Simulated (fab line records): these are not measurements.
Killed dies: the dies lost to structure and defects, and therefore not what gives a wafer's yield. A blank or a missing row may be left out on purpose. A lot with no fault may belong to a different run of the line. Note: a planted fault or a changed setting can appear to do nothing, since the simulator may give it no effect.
fab line records | flow sky130
record: lots: 7 | wafers: 21 | lastDay: 50
route steps=708 shown POLY_GATE@222
lots that met no fault: taken from a fault-free run of the same line
startH: hours from the record's first day to the start of the lot's first wafer shown | waitH: hours from the lot's prior step to this one | " repeats the value in the row above | L1.1+2: a single row standing in for several wafers | - no value, or no start given | * or withheld: withheld | < > ~ a bound
route shown NAME@n: a module of which the file shows steps, and the number in the route of the first | usual: average and standard deviation across the fault-free wafers | same: alike in all rows | chamber/n: place in a boat | sites: the reading at each site | _std_site: the values' standard deviation | _edge_site: outer sites' mean less inner sites' | radiusMm: for every site, how far away it sits from the centre of the wafer | mask NAME#n: copy n | behind: the most recent tool/chamber to have shaped the wafer | hold: the reason the lot was held/the length of the hold in hours/how it ended | device: whichever transistor did not switch (one of n, p or np) | end of line: the same wafers' tests at the end of the route | step lacking rows: just its recipe | killed: the dies lost at the first sort to structure and to defects; this is not the yield of the wafer | map: a wafer's dies, x killed, . not, _ none there
set.NAME: the setting as run; set.NAME@STEP: as run at that earlier step | model.NAME: the simulator's own value behind a step, which no gauge read
a table for each step, a row for each wafer; lots at some steps of the route
services: when a tool's chamber went out of use (startH, in hours from the record's first day, below 0 if earlier), for how many hours, and the reason
== steps ==
step: SKY_POLY_GATE_COAT_08
recipe: resist: KrF-thick | spinRpm: 3000 | resistThkNm: 450
step: SKY_POLY_GATE_SOFTBAKE_09
recipe: tempC: 100 | timeS: 90 | resist: KrF-thick
step: SKY_POLY_GATE_EXPOSE_10
recipe: maskId: P1M | na: 0.68 | sourceShape: conventional | sigmaOuter: 0.6 | targetCdNm: 150 | doseMj: 28
step: SKY_POLY_GATE_PEB_11
recipe: pebTempC: withheld | pebTimeS: withheld | resist: KrF-thick
step: SKY_POLY_GATE_DEVELOP_12
recipe: developTimeS: 60 | resist: KrF-thick | devTempC: 21
step: SKY_POLY_GATE_CD_MEAS_13
recipe: targetCdNm: 150
usual: cdNm: 150.0/1.1
lot.wafer | tool     | chamber | startH | waitH | cdNm
L163.1    | cdSem-01 | -       | 370.25 | -     | 150.6
L163.2    | "        | -       | "      | "     | 149.3
L163.6    | "        | -       | "      | "     | 150.1
L173.2    | cdSem-02 | -       | 465.07 | -     | 151.4
L173.3    | "        | -       | "      | "     | 151.2
L173.5    | "        | -       | "      | "     | 150.5
L174.3    | cdSem-02 | -       | 480.23 | -     | 148.8
L174.4    | "        | -       | "      | "     | 149.4
L174.5    | "        | -       | "      | "     | 149.0
L175.1    | cdSem-01 | -       | 480.53 | -     | 150.2
L175.2    | "        | -       | "      | "     | 152.2
L175.3    | "        | -       | "      | "     | 150.6
L180.3    | cdSem-01 | -       | 533.14 | -     | 147.5
L180.5    | "        | -       | "      | "     | 147.3
L180.6    | "        | -       | "      | "     | 149.0
L181.1    | cdSem-01 | -       | 537.14 | -     | 152.2
L181.2    | "        | -       | "      | "     | 150.1
L181.4    | "        | -       | "      | "     | 150.3
L184.2    | cdSem-01 | -       | 561.71 | -     | 147.8
L184.3    | "        | -       | "      | "     | 149.3
L184.5    | "        | -       | "      | "     | 149.3
step: SKY_POLY_GATE_OVL_MEAS_14
usual: POLY_GATE_OVL: 3/5.9
lot.wafer | tool       | chamber | startH | waitH | POLY_GATE_OVL[nm]
L163.1    | overlay-02 | -       | 370.37 | 0.1   | 18
L163.2    | "          | -       | "      | "     | 14
L163.6    | "          | -       | "      | "     | 16
L173.2    | overlay-02 | -       | 465.17 | 0.1   | 0
L173.3    | "          | -       | "      | "     | 3
L173.5    | "          | -       | "      | "     | 1
L174.3    | overlay-01 | -       | 480.33 | 0.1   | -4
L174.4    | "          | -       | "      | "     | 1
L174.5    | "          | -       | "      | "     | 5
L175.1    | overlay-02 | -       | 480.65 | 0.1   | 7
L175.2    | "          | -       | "      | "     | 1
L175.3    | "          | -       | "      | "     | 20
L180.3    | overlay-01 | -       | 533.23 | 0.1   | 1
L180.5    | "          | -       | "      | "     | -1
L180.6    | "          | -       | "      | "     | 1
L181.1    | overlay-02 | -       | 537.26 | 0.1   | 3
L181.2    | "          | -       | "      | "     | 8
L181.4    | "          | -       | "      | "     | 9
L184.2    | overlay-02 | -       | 561.82 | 0.1   | -5
L184.3    | "          | -       | "      | "     | -7
L184.5    | "          | -       | "      | "     | -2
step: SKY_POLY_GATE_ETCH_15
recipe: chemistry: N2/H2 | target: BARC | ionEnergyEv: 200 | sourceW: 500 | biasW: 100 | pressureMtorr: 30 | n2FlowSccm: 100 | h2FlowSccm: 200 | stopOn: SiO2 | timeS: 118.5 | targetDepthA: 1100
usual: drypumpMotorCurrentA: 5.6/0.44 | oesProductAu: 0.716/0.0045 | throttleValvePct: 13.214/0.0083
lot.wafer | tool       | chamber | startH | waitH | drypumpMotorCurrentA | oesProductAu | rfHoursCounterH | throttleValvePct
L163.1    | rieDiel-02 | 2       | 370.41 | 0.0   | 5.2                  | 0.719        | 6               | 13.209
L163.2    | "          | 1       | "      | "     | 6.0                  | 0.717        | 6               | 13.227
L163.6    | "          | 0       | "      | "     | 5.0                  | 0.715        | -               | 13.220
L173.2    | rieDiel-01 | 0       | 465.20 | 0.0   | 5.1                  | 0.716        | 13              | 13.223
L173.3    | "          | 3       | "      | "     | 5.7                  | 0.721        | 78              | 13.211
L173.5    | "          | 0       | "      | "     | 5.1                  | 0.725        | -               | 13.224
L174.3    | rieDiel-01 | 2       | 480.35 | 0.0   | 5.4                  | 0.722        | 6               | 13.216
L174.4    | "          | 1       | "      | "     | 5.0                  | 0.719        | 18              | 13.208
L174.5    | "          | 2       | "      | "     | 5.4                  | 0.723        | -               | 13.219
L175.1    | rieDiel-02 | 2       | 480.69 | 0.0   | 5.2                  | 0.711        | 9               | 13.217
L175.2    | "          | 3       | "      | "     | 6.0                  | 0.718        | 15              | 13.216
L175.3    | "          | 1       | "      | "     | 6.0                  | 0.715        | 8               | 13.223
L180.3    | rieDiel-02 | 3       | 533.25 | 0.0   | 6.0                  | 0.722        | 16              | 13.214
L180.5    | "          | 1       | "      | "     | 6.0                  | 0.711        | -               | 13.207
L180.6    | "          | 0       | "      | "     | 5.0                  | 0.715        | -               | 13.215
L181.1    | rieDiel-04 | 3       | 537.30 | 0.0   | 5.9                  | 0.720        | 2               | 13.212
L181.2    | "          | 0       | "      | "     | 5.6                  | 0.718        | 8               | 13.228
L181.4    | "          | 1       | "      | "     | 6.2                  | 0.713        | -               | 13.205
L184.2    | rieDiel-04 | 0       | 561.85 | 0.0   | 5.5                  | 0.716        | 9               | 13.216
L184.3    | "          | 3       | "      | "     | 5.9                  | 0.714        | 3               | 13.199
L184.5    | "          | 1       | "      | "     | 6.2                  | 0.713        | -               | 13.209
step: SKY_POLY_GATE_ETCH_16
recipe: stopOn: poly-Si | chemistry: CH3F/O2 | target: Si3N4 | sourceW: 400 | biasW: 80 | pressureMtorr: 25 | ch3fFlowSccm: 40 | O2_flow_sccm: 30 | timeS: 147.5 | targetDepthA: 750
usual: drypumpMotorCurrentA: 5.6/0.44 | oesProductAu: 0.639/0.0051 | throttleValvePct: 10.535/0.0089
lot.wafer | tool       | chamber | startH | waitH | drypumpMotorCurrentA | oesProductAu | rfHoursCounterH | throttleValvePct
L163.1    | rieDiel-02 | 2       | 370.49 | 0.0   | 5.2                  | 0.633        | 6               | 10.535
L163.2    | "          | 1       | "      | "     | 6.0                  | 0.648        | 6               | 10.547
L163.6    | "          | 0       | "      | "     | 5.0                  | 0.642        | -               | 10.544
L173.2    | rieDiel-01 | 0       | 465.29 | 0.0   | 5.1                  | 0.633        | 13              | 10.531
L173.3    | "          | 3       | "      | "     | 5.7                  | 0.636        | 78              | 10.534
L173.5    | "          | 0       | "      | "     | 5.1                  | 0.646        | -               | 10.557
L174.3    | rieDiel-01 | 2       | 480.43 | 0.0   | 5.4                  | 0.636        | 6               | 10.524
L174.4    | "          | 1       | "      | "     | 4.9                  | 0.643        | 18              | 10.539
L174.5    | "          | 2       | "      | "     | 5.4                  | 0.643        | -               | 10.544
L175.1    | rieDiel-02 | 2       | 480.77 | 0.0   | 5.2                  | 0.636        | 9               | 10.541
L175.2    | "          | 3       | "      | "     | 6.0                  | 0.634        | 15              | 10.535
L175.3    | "          | 1       | "      | "     | 6.0                  | 0.636        | 8               | 10.543
L180.3    | rieDiel-02 | 3       | 533.34 | 0.0   | 6.0                  | 0.629        | 16              | 10.548
L180.5    | "          | 1       | "      | "     | 6.0                  | 0.640        | -               | 10.532
L180.6    | "          | 0       | "      | "     | 5.0                  | 0.642        | -               | 10.521
L181.1    | rieDiel-04 | 3       | 537.38 | 0.0   | 5.8                  | 0.639        | 3               | 10.546
L181.2    | "          | 0       | "      | "     | 5.5                  | 0.636        | 8               | 10.529
L181.4    | "          | 1       | "      | "     | 6.2                  | 0.637        | -               | 10.520
L184.2    | rieDiel-04 | 0       | 561.93 | 0.0   | 5.5                  | 0.640        | 9               | 10.533
L184.3    | "          | 3       | "      | "     | 5.8                  | 0.648        | 3               | 10.537
L184.5    | "          | 1       | "      | "     | 6.2                  | 0.638        | -               | 10.536
step: SKY_POLY_GATE_ETCH_17
recipe: targetDepthNm: 180 | stopOn: SiO2 | overEtchFrac: 0.56667 | chemistry: HBr/Cl2 | target: poly-Si | icpW: 400 | biasW: 100 | pressureMtorr: 10 | HBr_flow_sccm: 150 | Cl2_flow_sccm: 50 | timeS: 70.5
usual: drypumpMotorCurrentA: 5.8/0.37 | oesProductAu: 0.984/0.0084 | throttleValvePct: 33.683/0.0091
lot.wafer | tool     | chamber | startH | waitH | drypumpMotorCurrentA | oesProductAu | rfHoursCounterH | throttleValvePct
L163.1    | rieSi-02 | 2       | 370.59 | 0.0   | 5.1                  | 1.004        | 2               | 33.682
L163.2    | "        | 0       | "      | "     | 6.4                  | 0.979        | 4               | 33.680
L163.6    | "        | 2       | "      | "     | 5.1                  | 0.996        | -               | 33.683
L173.2    | rieSi-02 | 1       | 465.39 | 0.0   | 5.5                  | 0.979        | 21              | 33.700
L173.3    | "        | 3       | "      | "     | 5.7                  | 0.985        | 1               | 33.689
L173.5    | "        | 0       | "      | "     | 6.4                  | 0.978        | -               | 33.688
L174.3    | rieSi-01 | 3       | 480.53 | 0.0   | 5.6                  | 0.981        | 3               | 33.678
L174.4    | "        | 1       | "      | "     | 6.2                  | 0.987        | 2               | 33.681
L174.5    | "        | 3       | "      | "     | 5.6                  | 0.991        | -               | 33.696
L175.1    | rieSi-01 | 2       | 480.87 | 0.0   | 5.7                  | 0.987        | 6               | 33.679
L175.2    | "        | 3       | "      | "     | 5.6                  | 0.977        | 3               | 33.703
L175.3    | "        | 1       | "      | "     | 6.1                  | 0.989        | 2               | 33.688
L180.3    | rieSi-02 | 3       | 533.44 | 0.0   | 5.7                  | 0.975        | 1               | 33.689
L180.5    | "        | 2       | "      | "     | 5.1                  | 0.992        | -               | 33.687
L180.6    | "        | 1       | "      | "     | 5.6                  | 0.984        | -               | 33.681
L181.1    | rieSi-02 | 2       | 537.48 | 0.0   | 5.1                  | 1.003        | 3               | 33.678
L181.2    | "        | 3       | "      | "     | 5.7                  | 0.987        | 1               | 33.685
L181.4    | "        | 0       | "      | "     | 6.4                  | 0.987        | 5               | 33.694
L184.2    | rieSi-01 | 1       | 562.03 | 0.0   | 6.1                  | 0.977        | 2               | 33.686
L184.3    | "        | 3       | "      | "     | 5.6                  | 0.975        | 3               | 33.695
L184.5    | "        | 3       | "      | "     | 5.6                  | 0.968        | -               | 33.694
step: SKY_POLY_GATE_STRIP_18
recipe: chemistry: O2/N2 | powerW: 1400 | pressureMtorr: 1500 | platenTempC: withheld | o2FlowSccm: 3000 | n2FlowSccm: 300 | overashFraction: 0.5
usual: drypumpMotorCurrentA: 5.5/0.42 | oesProductAu: 0.361/0.0046 | stripTimeToEndpointS: 3.17/0.035
lot.wafer | tool           | chamber | startH | waitH | drypumpMotorCurrentA | oesProductAu | rfHoursCounterH | stripTimeToEndpointS
L163.1    | plasmaAsher-02 | 0       | 370.64 | 0.0   | 5.2                  | 0.362        | 63              | 3.12
L163.2    | "              | 1       | "      | "     | 5.0                  | 0.360        | 63              | 3.19
L163.6    | "              | 1       | "      | "     | 5.0                  | 0.363        | -               | 3.13
L173.2    | plasmaAsher-03 | 0       | 465.44 | 0.0   | 5.7                  | 0.364        | 66              | 3.20
L173.3    | "              | 0       | "      | "     | 5.7                  | 0.367        | -               | 3.26
L173.5    | "              | 0       | "      | "     | 5.6                  | 0.358        | -               | 3.21
L174.3    | plasmaAsher-02 | 0       | 480.62 | 0.1   | 5.2                  | 0.349        | -               | 3.16
L174.4    | "              | 1       | "      | "     | 5.0                  | 0.366        | -               | 3.21
L174.5    | "              | 1       | "      | "     | 5.0                  | 0.362        | -               | 3.14
L175.1    | plasmaAsher-03 | 0       | 480.93 | 0.0   | 5.6                  | 0.361        | 67              | 3.14
L175.2    | "              | 1       | "      | "     | 6.2                  | 0.358        | 67              | 3.17
L175.3    | "              | 1       | "      | "     | 6.2                  | 0.356        | -               | 3.13
L180.3    | plasmaAsher-02 | 0       | 533.52 | 0.1   | 5.2                  | 0.360        | -               | 3.14
L180.5    | "              | 1       | "      | "     | 5.0                  | 0.347        | -               | 3.11
L180.6    | "              | 0       | "      | "     | 5.2                  | 0.361        | -               | 3.18
L181.1    | plasmaAsher-03 | 0       | 537.54 | 0.0   | 5.7                  | 0.363        | 73              | 3.20
L181.2    | "              | 1       | "      | "     | 6.2                  | 0.361        | 73              | 3.22
L181.4    | "              | 0       | "      | "     | 5.7                  | 0.361        | -               | 3.22
L184.2    | plasmaAsher-01 | 1       | 562.09 | 0.0   | 5.6                  | 0.359        | 40              | 3.21
L184.3    | "              | 0       | "      | "     | 5.8                  | 0.365        | -               | 3.25
L184.5    | "              | 0       | "      | "     | 5.8                  | 0.357        | -               | 3.24
step: SKY_POLY_GATE_CLEAN_19
recipe: chemistry: SC1/SC2 | mix: 1:4:20 | tempC: 70 | timeS: 150 | dry: n2Spin
step: SKY_POLY_GATE_OXIDATION_20
recipe: tempC: 850 | ambient: O2 | stabiliseS: 600 | purgeS: 300 | targetThkA: 40 | oxTimeS: 899
usual: oxTempC: 850.0/0.37 | oxTempCMax: 853.6/0.6 | spikeTcCentreC: 849.6/0.94 | zonePowerTopPct: 33.3/0.76
lot.wafer | tool       | chamber | startH | waitH | oxTempC | oxTempCMax | spikeTcCentreC | zonePowerTopPct
L163.1    | furnace-02 | 0       | 374.31 | 3.5   | 850.1   | 853.4      | 849.8          | 34.1
L163.2    | "          | 0       | "      | "     | 850.1   | 854.2      | 850.8          | 33.6
L163.6    | "          | 0       | "      | "     | 850.3   | 853.5      | 849.9          | 34.0
L173.2    | furnace-01 | -       | 467.11 | 1.5   | -       | -          | -              | -
L173.3    | "          | -       | "      | "     | -       | -          | -              | -
L173.5    | "          | -       | "      | "     | -       | -          | -              | -
L174.3    | furnace-02 | -       | 480.74 | 0.0   | -       | -          | -              | -
L174.4    | "          | -       | "      | "     | -       | -          | -              | -
L174.5    | "          | -       | "      | "     | -       | -          | -              | -
L175.1    | furnace-01 | -       | 481.08 | 0.0   | -       | -          | -              | -
L175.2    | "          | -       | "      | "     | -       | -          | -              | -
L175.3    | "          | -       | "      | "     | -       | -          | -              | -
L180.3    | furnace-02 | 0       | 533.64 | 0.0   | 850.0   | 853.8      | 849.2          | 34.5
L180.5    | "          | 0       | "      | "     | 849.5   | 853.7      | 849.7          | 34.6
L180.6    | "          | 0       | "      | "     | 849.9   | 852.2      | 850.9          | 34.5
L181.1    | furnace-01 | 0       | 538.13 | 0.4   | 849.7   | 853.6      | 849.5          | 32.4
L181.2    | "          | 0       | "      | "     | 851.0   | 854.8      | 849.8          | 32.5
L181.4    | "          | 0       | "      | "     | 849.9   | 854.3      | 849.1          | 32.5
L184.2    | furnace-02 | 0       | 562.24 | 0.0   | 850.2   | 853.0      | 847.5          | 33.5
L184.3    | "          | 0       | "      | "     | 850.6   | 854.0      | 849.3          | 34.2
L184.5    | "          | 0       | "      | "     | 849.9   | 853.9      | 851.6          | 34.6
step: SKY_POLY_GATE_CD_MEAS_22
usual: cdNm: 149.1/2.1
lot.wafer | tool     | chamber | startH | waitH | cdNm
L163.1    | cdSem-02 | -       | 375.61 | 0.1   | 147.7
L163.2    | "        | -       | "      | "     | 149.6
L163.6    | "        | -       | "      | "     | 149.0
L173.2    | cdSem-02 | -       | 468.45 | 0.1   | 150.5
L173.3    | "        | -       | "      | "     | 148.5
L173.5    | "        | -       | "      | "     | 150.0
L174.3    | cdSem-02 | -       | 482.19 | 0.2   | 148.1
L174.4    | "        | -       | "      | "     | 150.2
L174.5    | "        | -       | "      | "     | 148.5
L175.1    | cdSem-02 | -       | 482.43 | 0.1   | 149.1
L175.2    | "        | -       | "      | "     | 147.6
L175.3    | "        | -       | "      | "     | 153.4
L180.3    | cdSem-01 | -       | 535.01 | 0.1   | 145.8
L180.5    | "        | -       | "      | "     | 147.9
L180.6    | "        | -       | "      | "     | 148.9
L181.1    | cdSem-01 | -       | 539.44 | 0.1   | 151.0
L181.2    | "        | -       | "      | "     | 148.0
L181.4    | "        | -       | "      | "     | 150.3
L184.2    | cdSem-02 | -       | 563.57 | 0.1   | 146.6
L184.3    | "        | -       | "      | "     | 149.6
L184.5    | "        | -       | "      | "     | 147.8
== services ==
tool           | chamber | startH | hours | kind
furnace-01     | -       | 349.70 | 39.2  | repair
rieDiel-04     | 3       | 350.49 | 9.2   | repair
plasmaAsher-02 | -       | 354.79 | 15.6  | pm
rieDiel-01     | -       | 367.09 | 28.1  | pm
rieSi-01       | 3       | 396.55 | 8.2   | repair
rieDiel-02     | 0       | 405.82 | 5.5   | repair
rieDiel-04     | 3       | 407.66 | 7.9   | repair
rieSi-01       | 1       | 413.72 | 21.1  | repair
furnace-02     | -       | 417.88 | 3.7   | pm
rieSi-01       | 2       | 419.83 | 6.8   | repair
rieDiel-02     | -       | 433.04 | 0.7   | repair
furnace-02     | -       | 441.64 | 20.0  | repair
rieDiel-04     | 0       | 446.55 | 10.1  | repair
plasmaAsher-03 | -       | 459.58 | 5.8   | repair
furnace-02     | -       | 461.62 | 3.9   | pm
furnace-01     | -       | 472.89 | 3.5   | pm
rieSi-02       | -       | 475.28 | 14.6  | pm
rieDiel-01     | 3       | 482.51 | 4.1   | repair
rieDiel-04     | 2       | 489.63 | 2.4   | repair
rieSi-01       | -       | 489.88 | 4.3   | pm
furnace-01     | -       | 506.03 | 4.5   | pm
furnace-01     | -       | 510.58 | 4.4   | pm
rieDiel-02     | -       | 547.30 | 2.8   | pm
rieDiel-01     | 1       | 548.90 | 4.2   | repair
== key ==
firstSign: step: SKY_POLY_GATE_OXIDATION_20 | reading: toolRecord | direction: missing
effect none on later readings
metAt SKY_POLY_GATE_OXIDATION_20
struckWafers L173.2,L173.3,L173.5,L174.3,L174.4,L174.5,L175.1,L175.2,L175.3
laterRowsLeftOut L173.2,L173.3,L173.5,L174.3,L174.4,L174.5,L175.1,L175.2,L175.3
sortLeftOut L173.2,L173.3,L173.5,L174.3,L174.4,L174.5,L175.1,L175.2,L175.3
testerLeftOut L173,L174,L175
onsetBetween 374.31 467.11
fault: kind: skippedStepWhole | tool: furnace-01,furnace-02 | chamber: - | onsetH: 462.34 | steps: SKY_POLY_GATE_OXIDATION_20 | scope: struckLotsOnly
testerLeftOut: of these lots the tester's yield and bins aren't shown, on N5 and GAA mostly nor the transistor test; their killed dies are dies lost to structure and defects alone, not to doping, threshold or leakage, so they don't give the yield
sortLeftOut: the simulated sort isn't trusted on such a fault, so these wafers' sort isn't shown, and their yield isn't known
laterRowsLeftOut: the simulator's readings of these wafers behind a module that went badly wrong aren't trusted and aren't shown, but for the sort
